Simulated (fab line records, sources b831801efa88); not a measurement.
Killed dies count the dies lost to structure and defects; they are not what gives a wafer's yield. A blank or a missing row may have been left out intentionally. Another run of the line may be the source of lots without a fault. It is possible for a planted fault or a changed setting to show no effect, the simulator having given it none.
Check of tool commonality -- flow sky130 -- 10 lots and 30 wafers in the sample

== THE REASON FOR OPENING IT ==
2 of 10 lots carry a flag on the reading CAPM_CVD_00_THK at SKY_CAPM_THK_MEAS_01. Fault-free wafers read 15.59 nm, with a standard deviation of 0.27.
Rule: flag the lot when none of its wafers has a number, or when each of its wafers that has one lies beyond 4 standard deviations from that mean. The other lots count as sound.

lot,measured,on,"CAPM_CVD_00_THK (nm), wafer by wafer",flag
L875,day 37 16:50,film-metro-04,15.70 15.71 15.62,
L876,day 37 21:25,film-metro-03,15.43 15.67 15.67,
L878,day 38 23:26,film-metro-01,15.53 15.42 15.82,
L882,day 40 03:40,film-metro-04,15.31 15.34 15.54,
L883,day 40 06:04,film-metro-01,15.33 15.35 15.57,
L884,day 40 08:16,film-metro-01,15.32 15.68 15.79,
L886,day 41 01:08,film-metro-04,15.32 15.52 15.29,
L891,day 42 00:18,film-metro-04,13.74 13.86 13.87,FLAGGED
L893,day 42 14:16,film-metro-01,15.95 15.80 16.33,
L894,day 42 17:33,film-metro-01,13.89 14.00 14.31,FLAGGED
The mean of the flagged lots' numbers is 13.95 nm, -1.64 nm from the usual (-6 standard deviations).

== EACH LOT AND THE TOOL IT RAN ON ==
4 process steps preceding the reading are held in the record, out of 708 steps in the route. Read each cell as the tool, then ch plus the chambers that the sampled wafers visited, then the start.
lot,flag,SKY_METAL2_ETCH_18,SKY_METAL2_STRIP_20,SKY_METAL3_SPUTTER_00,SKY_CAPM_CVD_00
L875,,"rie-metal-03 ch 0, day 36 11:01","plasma-asher-02 ch 0,1, day 36 11:19","pvd-sputter-01, day 37 16:40","pecvd-03 ch 0,1,2, day 37 16:49"
L876,,"rie-metal-04 ch 0,1, day 36 15:53","plasma-asher-02 ch 0,1, day 36 16:02","pvd-sputter-04, day 37 21:13","pecvd-02 ch 0,1, day 37 21:23"
L878,,"rie-metal-04 ch 0,1, day 37 18:00","plasma-asher-03 ch 0,1, day 37 18:10","pvd-sputter-01, day 38 23:16","pecvd-04 ch 0,1,2, day 38 23:25"
L882,,"rie-metal-03 ch 0,1, day 38 23:14","plasma-asher-04 ch 0,1, day 38 23:23","pvd-sputter-04, day 40 03:29","pecvd-02 ch 0,1, day 40 03:38"
L883,,"rie-metal-04 ch 0,1, day 39 00:50","plasma-asher-02 ch 0,1, day 39 00:59","pvd-sputter-04, day 40 05:52","pecvd-02 ch 0,1, day 40 06:02"
L884,,"rie-metal-02 ch 0,1, day 39 03:38","plasma-asher-02 ch 0,1, day 39 03:47","pvd-sputter-01, day 40 08:05","pecvd-03 ch 0,1,2, day 40 08:15"
L886,,"rie-metal-04 ch 0,1, day 39 21:15","plasma-asher-02 ch 0,1, day 39 21:25","pvd-sputter-01, day 41 00:55","pecvd-02 ch 0,2, day 41 01:05"
L891,FLAGGED,"rie-metal-02 ch 1, day 40 20:35","plasma-asher-03 ch 1, day 40 20:44","pvd-sputter-01, day 42 00:07","pecvd-02 ch 1,2, day 42 00:17"
L893,,"rie-metal-02 ch 0,1, day 41 10:14","plasma-asher-03 ch 0,1, day 41 10:23","pvd-sputter-02, day 42 14:05","pecvd-03 ch 0,2, day 42 14:15"
L894,FLAGGED,"rie-metal-04 ch 1, day 41 14:32","plasma-asher-04 ch 0,1, day 41 14:41","pvd-sputter-01, day 42 17:22","pecvd-02 ch 0,2, day 42 17:31"
What these steps do:
- SKY_METAL2_ETCH_18: etches BARC in N2/H2, stops on SiO2, time 45.9 s, target depth 60 nm.
- SKY_METAL2_STRIP_20: strips in O2/N2.
- SKY_METAL3_SPUTTER_00: material Ti, target thk 15 nm, time 10 s.
- SKY_CAPM_CVD_00: deposits SiO2, target thk 15.5 nm.
- SKY_CAPM_THK_MEAS_01

== FLAGGED OVER TOTAL, TOOL BY TOOL (the gauges that took the reading come last) ==
step,tool,lots run,flagged,share of the flagged lots,sound lots run after its first flagged lot
SKY_METAL2_ETCH_18,rie-metal-02,3,1,some,1 (L893)
SKY_METAL2_ETCH_18,rie-metal-03,2,0,none,-
SKY_METAL2_ETCH_18,rie-metal-04,5,1,some,0
SKY_METAL2_STRIP_20,plasma-asher-02,5,0,none,-
SKY_METAL2_STRIP_20,plasma-asher-03,3,1,some,1 (L893)
SKY_METAL2_STRIP_20,plasma-asher-04,2,1,some,0
SKY_METAL3_SPUTTER_00,pvd-sputter-01,6,2,all,0
SKY_METAL3_SPUTTER_00,pvd-sputter-02,1,0,none,-
SKY_METAL3_SPUTTER_00,pvd-sputter-04,3,0,none,-
SKY_CAPM_CVD_00,pecvd-02,6,2,all,0
SKY_CAPM_CVD_00,pecvd-03,3,0,none,-
SKY_CAPM_CVD_00,pecvd-04,1,0,none,-
SKY_CAPM_THK_MEAS_01,film-metro-01,5,1,some,0
SKY_CAPM_THK_MEAS_01,film-metro-03,1,0,none,-
SKY_CAPM_THK_MEAS_01,film-metro-04,4,1,some,0

== THE TABLE: WHAT IT ALLOWS ==
pvd-sputter-01 at SKY_METAL3_SPUTTER_00 and pecvd-02 at SKY_CAPM_CVD_00 are the 2 rows of the table that ran each flagged lot.
- pvd-sputter-01 at SKY_METAL3_SPUTTER_00: 2 of its 6 lots flagged. Its last sound lot is L886 (day 41 00:55), its first flagged lot L891 (day 42 00:07): a fault that began between those two fits.
- pecvd-02 at SKY_CAPM_CVD_00: 2 of its 6 lots flagged. Its last sound lot is L886 (day 41 01:05), its first flagged lot L891 (day 42 00:17): a fault that began between those two fits.
These 2 tools cannot be told apart by counting lots, since each of them fits a fault that started at some hour. More lots, or a look at what each step does to the wafer, might.

== WHAT THE SIMULATOR PUT IN ==
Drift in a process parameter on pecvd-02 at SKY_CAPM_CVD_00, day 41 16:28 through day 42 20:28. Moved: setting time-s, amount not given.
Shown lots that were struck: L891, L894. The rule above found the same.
